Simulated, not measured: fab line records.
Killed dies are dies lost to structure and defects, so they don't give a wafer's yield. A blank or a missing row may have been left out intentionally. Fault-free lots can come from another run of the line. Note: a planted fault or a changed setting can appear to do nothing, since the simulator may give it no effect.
fab line records    flow gf180mcu
record: lots: 24  wafers: 72  last-day: 34
route steps=602 shown V3@451 M4@461 V4@491 MIM@510 V5@564 PASSIVATION@590
lots that met no fault: taken from a fault-free run of the same line
start-h: the number of hours between the record's first day and the start of the first shown wafer of the lot    wait-h: hours from the lot's prior step to this one    " identical to the entry in the row above    L1.1+2: a single row standing in for several wafers    - either no value or no given start    * or withheld: withheld    < > ~ a bound
route shown NAME@n: names a module that has steps shown in the file, with the first one's number in the route    usual: mean and standard deviation over wafers with no fault    same: alike in all rows    chamber/n: place in a boat    sites: readings site by site    _std_site: how widely they spread, as a standard deviation    _edge_site: the outer-site mean with the inner-site mean subtracted    radius-mm: for every site, how far away it sits from the centre of the wafer    mask NAME#n: copy n    behind: the tool/chamber that last shaped the wafer    hold: cause of the lot's hold/its duration in hours/its outcome    device: transistor that didn't switch, given as n, p or np    end of line: the tests these same wafers got at the end of their route    for a step that has no rows: nothing shown but its recipe    killed: count of dies lost to structure and defects at first sort (not the wafer's yield)    map: a wafer's dies, x killed, . not, _ none there
set.NAME: the setting as run; set.NAME@STEP: as run at that earlier step    model.NAME: the simulator's own value behind a step, which no gauge read
the route's steps for a sample of lots (tables are steps, rows are wafers)
services: a tool's chamber out of use, with start hour (start-h, from the record's first day; less than 0 if before it), hours out, and reason
== steps ==
step: GF_V3_SPUTTER_22
recipe: material: TiN  target-thk-nm: 10  chamber-pressure-pa: 5  power-w: 4000  time-s: 40
usual: throttle-valve-pct: 29.4/1
lot.wafer  tool            chamber  start-h  wait-h  throttle-valve-pct
L074.1     pvd-sputter-02  -        507.42   0.0     28.7
L074.3     "               -        "        "       29.9
L074.5     "               -        "        "       30.6
L075.2     pvd-sputter-02  -        513.05   0.0     28.8
L075.3     "               -        "        "       30.3
L075.5     "               -        "        "       29.8
L076.3     pvd-sputter-03  -        525.98   0.0     29.6
L076.5     "               -        "        "       31.5
L076.6     "               -        "        "       29.8
L077.3     pvd-sputter-02  -        532.08   0.0     30.3
L077.4     "               -        "        "       29.8
L077.6     "               -        "        "       28.9
L078.1     pvd-sputter-02  -        551.53   0.0     28.7
L078.2     "               -        "        "       28.4
L078.4     "               -        "        "       30.4
L079.2     pvd-sputter-03  -        553.85   0.0     29.7
L079.3     "               -        "        "       30.4
L079.4     "               -        "        "       31.3
L080.3     pvd-sputter-03  -        562.33   0.0     31.4
L080.4     "               -        "        "       30.1
L080.5     "               -        "        "       28.2
L081.1     pvd-sputter-01  -        574.59   0.0     29.0
L081.3     "               -        "        "       30.1
L081.6     "               -        "        "       29.4
L082.3     pvd-sputter-02  -        595.50   0.0     28.5
L082.5     "               -        "        "       28.2
L082.6     "               -        "        "       28.8
L083.1     pvd-sputter-03  -        603.91   0.0     30.3
L083.3     "               -        "        "       29.7
L083.6     "               -        "        "       31.1
L084.4     pvd-sputter-01  -        606.65   0.0     30.3
L084.5     "               -        "        "       29.0
L084.6     "               -        "        "       28.9
L085.3     pvd-sputter-01  -        619.55   0.0     27.5
L085.4     "               -        "        "       29.0
L085.5     "               -        "        "       27.2
L086.1     pvd-sputter-03  -        623.68   0.0     27.8
L086.5     "               -        "        "       28.0
L086.6     "               -        "        "       31.1
L087.3     pvd-sputter-01  -        629.78   0.0     28.7
L087.4     "               -        "        "       30.2
L087.6     "               -        "        "       29.5
L089.3     pvd-sputter-02  -        635.39   0.0     28.4
L089.4     "               -        "        "       29.0
L089.6     "               -        "        "       28.8
L088.3     pvd-sputter-03  -        640.39   0.0     30.5
L088.4     "               -        "        "       31.1
L088.5     "               -        "        "       30.2
L090.4     pvd-sputter-01  -        645.27   0.0     27.4
L090.5     "               -        "        "       29.4
L090.6     "               -        "        "       28.8
L092.3     pvd-sputter-01  -        657.08   0.0     29.0
L092.5     "               -        "        "       30.4
L092.6     "               -        "        "       27.4
L091.2     pvd-sputter-01  -        658.05   0.0     30.1
L091.3     "               -        "        "       29.1
L091.4     "               -        "        "       27.6
L093.1     pvd-sputter-03  -        672.31   0.0     30.3
L093.2     "               -        "        "       27.9
L093.4     "               -        "        "       31.1
L094.2     pvd-sputter-02  -        674.31   0.0     30.4
L094.4     "               -        "        "       29.7
L094.6     "               -        "        "       30.3
L095.3     pvd-sputter-03  -        676.98   0.0     30.3
L095.4     "               -        "        "       30.0
L095.5     "               -        "        "       29.9
L096.4     pvd-sputter-02  -        684.02   0.0     28.3
L096.5     "               -        "        "       29.0
L096.6     "               -        "        "       29.8
L097.2     pvd-sputter-01  -        690.65   0.0     30.3
L097.3     "               -        "        "       29.0
L097.5     "               -        "        "       30.2
step: GF_M4_RS_MEAS_05
recipe: thk-meas-gauge: four-point-probe  reads: TiN_of_M4_SPUTTER_04+Ti_of_M4_SPUTTER_03+AlCu_of_M4_SPUTTER_02+TiN_of_M4_SPUTTER_01+Ti_of_M4_SPUTTER_00
usual: M4_ALCU_RS: 0.0693/0.0008
lot.wafer  tool           chamber  start-h  wait-h  M4_ALCU_RS[ohm/sq]
L074.1     film-metro-01  -        508.27   0.0     0.0686
L074.3     "              -        "        "       0.0687
L074.5     "              -        "        "       0.0684
L075.2     film-metro-03  -        513.92   0.0     0.0699
L075.3     "              -        "        "       0.0699
L075.5     "              -        "        "       0.0697
L076.3     film-metro-02  -        526.87   0.1     0.0688
L076.5     "              -        "        "       0.0685
L076.6     "              -        "        "       0.0680
L077.3     film-metro-02  -        532.97   0.1     0.0691
L077.4     "              -        "        "       0.0690
L077.6     "              -        "        "       0.0695
L078.1     film-metro-03  -        552.41   0.0     0.0695
L078.2     "              -        "        "       0.0700
L078.4     "              -        "        "       0.0688
L079.2     film-metro-01  -        554.72   0.0     0.0676
L079.3     "              -        "        "       0.0667
L079.4     "              -        "        "       0.0666
L080.3     film-metro-02  -        563.22   0.1     0.0701
L080.4     "              -        "        "       0.0700
L080.5     "              -        "        "       0.0704
L081.1     film-metro-03  -        575.44   0.0     0.0681
L081.3     "              -        "        "       0.0673
L081.6     "              -        "        "       0.0675
L082.3     film-metro-03  -        596.39   0.1     0.0694
L082.5     "              -        "        "       0.0695
L082.6     "              -        "        "       0.0691
L083.1     film-metro-01  -        604.76   0.0     0.0693
L083.3     "              -        "        "       0.0696
L083.6     "              -        "        "       0.0690
L084.4     film-metro-03  -        607.56   0.1     0.0682
L084.5     "              -        "        "       0.0688
L084.6     "              -        "        "       0.0683
L085.3     film-metro-03  -        620.44   0.1     0.0698
L085.4     "              -        "        "       0.0692
L085.5     "              -        "        "       0.0694
L086.1     film-metro-01  -        624.53   0.0     0.0706
L086.5     "              -        "        "       0.0697
L086.6     "              -        "        "       0.0708
L087.3     film-metro-03  -        630.67   0.1     0.0700
L087.4     "              -        "        "       0.0699
L087.6     "              -        "        "       0.0703
L089.3     film-metro-03  -        636.28   0.1     0.0692
L089.4     "              -        "        "       0.0691
L089.6     "              -        "        "       0.0690
L088.3     film-metro-03  -        641.28   0.1     0.0693
L088.4     "              -        "        "       0.0703
L088.5     "              -        "        "       0.0701
L090.4     film-metro-01  -        646.18   0.1     0.0690
L090.5     "              -        "        "       0.0691
L090.6     "              -        "        "       0.0698
L092.3     film-metro-01  -        657.97   0.1     0.0689
L092.5     "              -        "        "       0.0695
L092.6     "              -        "        "       0.0691
L091.2     film-metro-01  -        658.92   0.0     0.0694
L091.3     "              -        "        "       0.0693
L091.4     "              -        "        "       0.0685
L093.1     film-metro-02  -        673.17   0.0     0.0694
L093.2     "              -        "        "       0.0699
L093.4     "              -        "        "       0.0697
L094.2     film-metro-03  -        675.18   0.0     0.0691
L094.4     "              -        "        "       0.0696
L094.6     "              -        "        "       0.0694
L095.3     film-metro-02  -        677.87   0.1     0.0701
L095.4     "              -        "        "       0.0699
L095.5     "              -        "        "       0.0702
L096.4     film-metro-03  -        684.94   0.1     0.0692
L096.5     "              -        "        "       0.0691
L096.6     "              -        "        "       0.0695
L097.2     film-metro-01  -        691.52   0.0     0.0687
L097.3     "              -        "        "       0.0696
L097.5     "              -        "        "       0.0703
step: GF_V4_OVL_MEAS_15
usual: V4_OVL: -1/5.7
lot.wafer  tool        chamber  start-h  wait-h  V4_OVL[nm]
L074.1     overlay-01  -        556.09   0.1     5
L074.3     "           -        "        "       -1
L074.5     "           -        "        "       1
L075.2     overlay-01  -        560.35   0.1     4
L075.3     "           -        "        "       -3
L075.5     "           -        "        "       -8
L076.3     overlay-01  -        573.50   0.1     5
L076.5     "           -        "        "       -1
L076.6     "           -        "        "       -6
L077.3     overlay-02  -        579.48   0.1     -5
L077.4     "           -        "        "       -2
L077.6     "           -        "        "       1
L078.1     overlay-01  -        597.17   0.1     6
L078.2     "           -        "        "       10
L078.4     "           -        "        "       8
L079.2     overlay-01  -        599.32   0.1     0
L079.3     "           -        "        "       -1
L079.4     "           -        "        "       4
L080.3     overlay-01  -        607.85   0.1     -5
L080.4     "           -        "        "       -2
L080.5     "           -        "        "       -1
L081.1     overlay-02  -        619.24   0.1     -6
L081.3     "           -        "        "       -4
L081.6     "           -        "        "       -4
L082.3     overlay-02  -        638.29   0.1     -14
L082.5     "           -        "        "       -11
L082.6     "           -        "        "       -10
L083.1     overlay-01  -        646.59   0.1     4
L083.3     "           -        "        "       3
L083.6     "           -        "        "       3
L084.4     overlay-02  -        648.81   0.1     6
L084.5     "           -        "        "       4
L084.6     "           -        "        "       7
L085.3     overlay-02  -        662.30   0.1     -7
L085.4     "           -        "        "       4
L085.5     "           -        "        "       -5
L086.1     overlay-02  -        665.77   0.1     -5
L086.5     "           -        "        "       -2
L086.6     "           -        "        "       1
L087.3     overlay-02  -        671.23   0.1     -5
L087.4     "           -        "        "       0
L087.6     "           -        "        "       0
L089.3     overlay-01  -        674.73   0.1     4
L089.4     "           -        "        "       6
L089.6     "           -        "        "       5
L088.3     overlay-02  -        681.08   0.1     1
L088.4     "           -        "        "       -2
L088.5     "           -        "        "       3
L090.4     overlay-01  -        686.96   0.1     -2
L090.5     "           -        "        "       -4
L090.6     "           -        "        "       -1
L092.3     overlay-02  -        696.88   0.1     0
L092.5     "           -        "        "       1
L092.6     "           -        "        "       3
L091.2     overlay-01  -        698.49   0.1     0
L091.3     "           -        "        "       -6
L091.4     "           -        "        "       -6
L093.1     overlay-02  -        711.77   0.1     -8
L093.2     "           -        "        "       -9
L093.4     "           -        "        "       -10
L094.2     overlay-01  -        713.50   0.1     -2
L094.4     "           -        "        "       -6
L094.6     "           -        "        "       -12
L095.3     overlay-02  -        716.13   0.1     2
L095.4     "           -        "        "       -4
L095.5     "           -        "        "       7
L096.4     overlay-02  -        722.73   0.1     -3
L096.5     "           -        "        "       -2
L096.6     "           -        "        "       -6
L097.2     overlay-02  -        729.20   0.1     -5
L097.3     "           -        "        "       -11
L097.5     "           -        "        "       -14
step: GF_MIM_SPUTTER_07
recipe: material: TiN  target-thk-nm: 60  power-w: 6500  time-s: 50  chamber-pressure-pa: 0.4
usual: throttle-valve-pct: 29.4/1.1
lot.wafer  tool            chamber  start-h  wait-h  throttle-valve-pct
L074.1     pvd-sputter-02  -        558.15   0.1     28.9
L074.3     "               -        "        "       30.4
L074.5     "               -        "        "       30.2
L075.2     pvd-sputter-02  -        562.05   0.0     29.8
L075.3     "               -        "        "       30.2
L075.5     "               -        "        "       28.6
L076.3     pvd-sputter-01  -        575.20   0.0     27.7
L076.5     "               -        "        "       27.5
L076.6     "               -        "        "       28.5
L077.3     pvd-sputter-02  -        581.17   0.0     28.4
L077.4     "               -        "        "       28.2
L077.6     "               -        "        "       28.3
L078.1     pvd-sputter-02  -        598.99   0.1     28.2
L078.2     "               -        "        "       29.9
L078.4     "               -        "        "       30.4
L079.2     pvd-sputter-02  -        601.34   0.0     28.3
L079.3     "               -        "        "       28.8
L079.4     "               -        "        "       29.8
L080.3     pvd-sputter-04  -        609.65   0.0     31.8
L080.4     "               -        "        "       28.7
L080.5     "               -        "        "       30.9
L081.1     pvd-sputter-02  -        621.09   0.1     28.7
L081.3     "               -        "        "       28.4
L081.6     "               -        "        "       30.5
L082.3     pvd-sputter-01  -        640.03   0.0     30.6
L082.5     "               -        "        "       29.3
L082.6     "               -        "        "       28.9
L083.1     pvd-sputter-01  -        648.42   0.1     30.4
L083.3     "               -        "        "       28.7
L083.6     "               -        "        "       27.2
L084.4     pvd-sputter-04  -        650.60   0.0     30.1
L084.5     "               -        "        "       31.8
L084.6     "               -        "        "       28.4
L085.3     pvd-sputter-02  -        663.99   0.0     29.9
L085.4     "               -        "        "       30.3
L085.5     "               -        "        "       28.7
L086.1     pvd-sputter-02  -        667.49   0.1     29.9
L086.5     "               -        "        "       28.6
L086.6     "               -        "        "       28.3
L087.3     pvd-sputter-02  -        672.94   0.0     29.8
L087.4     "               -        "        "       28.9
L087.6     "               -        "        "       29.9
L089.3     pvd-sputter-01  -        676.50   0.0     29.4
L089.4     "               -        "        "       28.9
L089.6     "               -        "        "       30.5
L088.3     pvd-sputter-02  -        682.77   0.0     30.4
L088.4     "               -        "        "       28.4
L088.5     "               -        "        "       28.4
L090.4     pvd-sputter-04  -        688.64   0.0     28.6
L090.5     "               -        "        "       31.3
L090.6     "               -        "        "       29.0
L092.3     pvd-sputter-01  -        698.61   0.0     28.7
L092.5     "               -        "        "       29.1
L092.6     "               -        "        "       30.3
L091.2     pvd-sputter-04  -        700.19   0.0     28.5
L091.3     "               -        "        "       31.9
L091.4     "               -        "        "       30.2
L093.1     pvd-sputter-02  -        713.49   0.1     30.4
L093.2     "               -        "        "       28.9
L093.4     "               -        "        "       28.2
L094.2     pvd-sputter-01  -        715.31   0.0     28.7
L094.4     "               -        "        "       29.3
L094.6     "               -        "        "       27.4
L095.3     pvd-sputter-01  -        717.82   0.0     30.2
L095.4     "               -        "        "       28.9
L095.5     "               -        "        "       28.8
L096.4     pvd-sputter-04  -        724.43   0.0     31.4
L096.5     "               -        "        "       31.6
L096.6     "               -        "        "       30.2
L097.2     pvd-sputter-02  -        730.92   0.0     30.7
L097.3     "               -        "        "       28.5
L097.5     "               -        "        "       30.0
step: GF_V5_RS_MEAS_24
recipe: thk-meas-gauge: four-point-probe  reads: W_of_V5_CVD_23+TiN_of_V5_SPUTTER_22+Ti_of_V5_SPUTTER_21
usual: V5_W_RS: 0.3272/0.003
lot.wafer  tool           chamber  start-h  wait-h  V5_W_RS[ohm/sq]
L074.1     film-metro-02  -        624.21   0.1     0.3273
L074.3     "              -        "        "       0.3305
L074.5     "              -        "        "       0.3299
L075.2     film-metro-03  -        629.37   0.1     0.3237
L075.3     "              -        "        "       0.3261
L075.5     "              -        "        "       0.3201
L076.3     film-metro-03  -        640.92   0.1     0.3274
L076.5     "              -        "        "       0.3276
L076.6     "              -        "        "       0.3305
L077.3     film-metro-04  -        646.17   0.1     0.3270
L077.4     "              -        "        "       0.3290
L077.6     "              -        "        "       0.3282
L078.1     film-metro-03  -        662.46   0.1     0.3248
L078.2     "              -        "        "       0.3239
L078.4     "              -        "        "       0.3232
L079.2     film-metro-03  -        664.47   0.1     0.3291
L079.3     "              -        "        "       0.3298
L079.4     "              -        "        "       0.3271
L080.3     film-metro-02  -        672.88   0.1     0.3302
L080.4     "              -        "        "       0.3313
L080.5     "              -        "        "       0.3310
L081.1     film-metro-03  -        683.22   0.1     0.3284
L081.3     "              -        "        "       0.3261
L081.6     "              -        "        "       0.3251
L082.3     film-metro-03  -        700.44   0.1     0.3254
L082.5     "              -        "        "       0.3266
L082.6     "              -        "        "       0.3237
L083.1     film-metro-03  -        709.27   0.1     0.3255
L083.3     "              -        "        "       0.3240
L083.6     "              -        "        "       0.3197
L084.4     film-metro-03  -        710.03   0.1     0.3298
L084.5     "              -        "        "       0.3265
L084.6     "              -        "        "       0.3299
L085.3     film-metro-03  -        722.01   0.1     0.3290
L085.4     "              -        "        "       0.3305
L085.5     "              -        "        "       0.3294
L086.1     film-metro-03  -        725.63   0.1     0.3339
L086.5     "              -        "        "       0.3337
L086.6     "              -        "        "       0.3293
L087.3     film-metro-03  -        730.51   0.1     0.3281
L087.4     "              -        "        "       0.3249
L087.6     "              -        "        "       0.3266
L089.3     film-metro-03  -        734.14   0.1     0.3245
L089.4     "              -        "        "       0.3231
L089.6     "              -        "        "       0.3236
L088.3     film-metro-02  -        740.14   0.1     0.3263
L088.4     "              -        "        "       0.3234
L088.5     "              -        "        "       0.3248
L090.4     film-metro-04  -        745.12   0.1     0.3292
L090.5     "              -        "        "       0.3270
L090.6     "              -        "        "       0.3266
L092.3     film-metro-04  -        754.25   0.1     0.3303
L092.5     "              -        "        "       0.3257
L092.6     "              -        "        "       0.3264
L091.2     film-metro-03  -        758.10   0.1     0.3283
L091.3     "              -        "        "       0.3264
L091.4     "              -        "        "       0.3303
L093.1     film-metro-03  -        766.95   0.1     0.3216
L093.2     "              -        "        "       0.3253
L093.4     "              -        "        "       0.3247
L094.2     film-metro-03  -        769.34   0.1     0.3250
L094.4     "              -        "        "       0.3259
L094.6     "              -        "        "       0.3232
L095.3     film-metro-04  -        771.01   0.1     0.3276
L095.4     "              -        "        "       0.3326
L095.5     "              -        "        "       0.3286
L096.4     film-metro-02  -        778.83   0.1     0.3284
L096.5     "              -        "        "       0.3325
L096.6     "              -        "        "       0.3264
L097.2     film-metro-04  -        782.52   0.1     0.3292
L097.3     "              -        "        "       0.3324
L097.5     "              -        "        "       0.3330
step: GF_PASSIVATION_THK_MEAS_03
recipe: reads: Si3N4_of_PASSIVATION_CVD_02
usual: PASSIVATION_CVD_02_THK: 701/8.3
lot.wafer  tool           chamber  start-h  wait-h  PASSIVATION_CVD_02_THK[nm]
L074.1     film-metro-02  -        646.68   0.1     685
L074.3     "              -        "        "       675
L074.5     "              -        "        "       694
L075.2     film-metro-04  -        651.05   0.2     691
L075.3     "              -        "        "       695
L075.5     "              -        "        "       707
L076.3     film-metro-04  -        662.35   0.2     693
L076.5     "              -        "        "       692
L076.6     "              -        "        "       701
L077.3     film-metro-02  -        667.85   0.2     696
L077.4     "              -        "        "       708
L077.6     "              -        "        "       707
L078.1     film-metro-01  -        683.36   0.1     694
L078.2     "              -        "        "       696
L078.4     "              -        "        "       707
L079.2     film-metro-01  -        685.26   0.2     693
L079.3     "              -        "        "       695
L079.4     "              -        "        "       701
L080.3     film-metro-04  -        693.10   0.2     703
L080.4     "              -        "        "       709
L080.5     "              -        "        "       702
L081.1     film-metro-02  -        703.98   0.1     694
L081.3     "              -        "        "       693
L081.6     "              -        "        "       710
L082.3     film-metro-02  -        720.20   0.2     689
L082.5     "              -        "        "       702
L082.6     "              -        "        "       713
L083.1     film-metro-01  -        729.43   0.3     705
L083.3     "              -        "        "       708
L083.6     "              -        "        "       707
L084.4     film-metro-04  -        729.50   0.0     712
L084.5     "              -        "        "       704
L084.6     "              -        "        "       709
L085.3     film-metro-02  -        741.91   0.2     703
L085.4     "              -        "        "       703
L085.5     "              -        "        "       706
L086.1     film-metro-04  -        744.63   0.1     691
L086.5     "              -        "        "       697
L086.6     "              -        "        "       701
L087.3     film-metro-02  -        749.03   0.2     720
L087.4     "              -        "        "       718
L087.6     "              -        "        "       715
L089.3     film-metro-04  -        752.94   0.2     699
L089.4     "              -        "        "       707
L089.6     "              -        "        "       714
L088.3     film-metro-01  -        758.02   0.2     707
L088.4     "              -        "        "       717
L088.5     "              -        "        "       713
L090.4     film-metro-02  -        763.64   0.0     704
L090.5     "              -        "        "       706
L090.6     "              -        "        "       701
L092.3     film-metro-04  -        772.48   0.2     688
L092.5     "              -        "        "       705
L092.6     "              -        "        "       703
L091.2     film-metro-01  -        776.35   0.3     703
L091.3     "              -        "        "       708
L091.4     "              -        "        "       708
L093.1     film-metro-01  -        785.12   0.1     698
L093.2     "              -        "        "       701
L093.4     "              -        "        "       706
L094.2     film-metro-01  -        786.54   0.2     698
L094.4     "              -        "        "       700
L094.6     "              -        "        "       701
L095.3     film-metro-04  -        789.15   0.2     700
L095.4     "              -        "        "       717
L095.5     "              -        "        "       710
L096.4     film-metro-04  -        796.87   0.2     697
L096.5     "              -        "        "       703
L096.6     "              -        "        "       707
L097.2     film-metro-01  -        799.92   0.2     699
L097.3     "              -        "        "       698
L097.5     "              -        "        "       714
== services ==
tool            chamber  start-h  hours  kind
pvd-sputter-01  0        522.93   -      consumable-replace:kit
pvd-sputter-01  0        522.93   18.0   scheduled-down
pvd-sputter-01  0        522.93   18.0   vent-cycle
pvd-sputter-03  -        561.38   0.7    repair
pvd-sputter-02  -        581.45   1.3    repair
pvd-sputter-02  -        636.00   3.1    repair
pvd-sputter-02  0        642.18   -      consumable-replace:kit
pvd-sputter-02  0        642.18   18.0   scheduled-down
pvd-sputter-02  0        642.18   18.0   vent-cycle
pvd-sputter-03  3        657.93   -      consumable-replace:kit
pvd-sputter-03  3        657.93   18.0   scheduled-down
pvd-sputter-03  3        657.93   18.0   vent-cycle
pvd-sputter-04  3        667.09   -      consumable-replace:kit
pvd-sputter-04  3        667.09   18.0   scheduled-down
pvd-sputter-04  3        667.09   18.0   vent-cycle
pvd-sputter-01  3        673.54   -      consumable-replace:kit
pvd-sputter-03  -        683.69   2.2    repair
== key ==
fault none
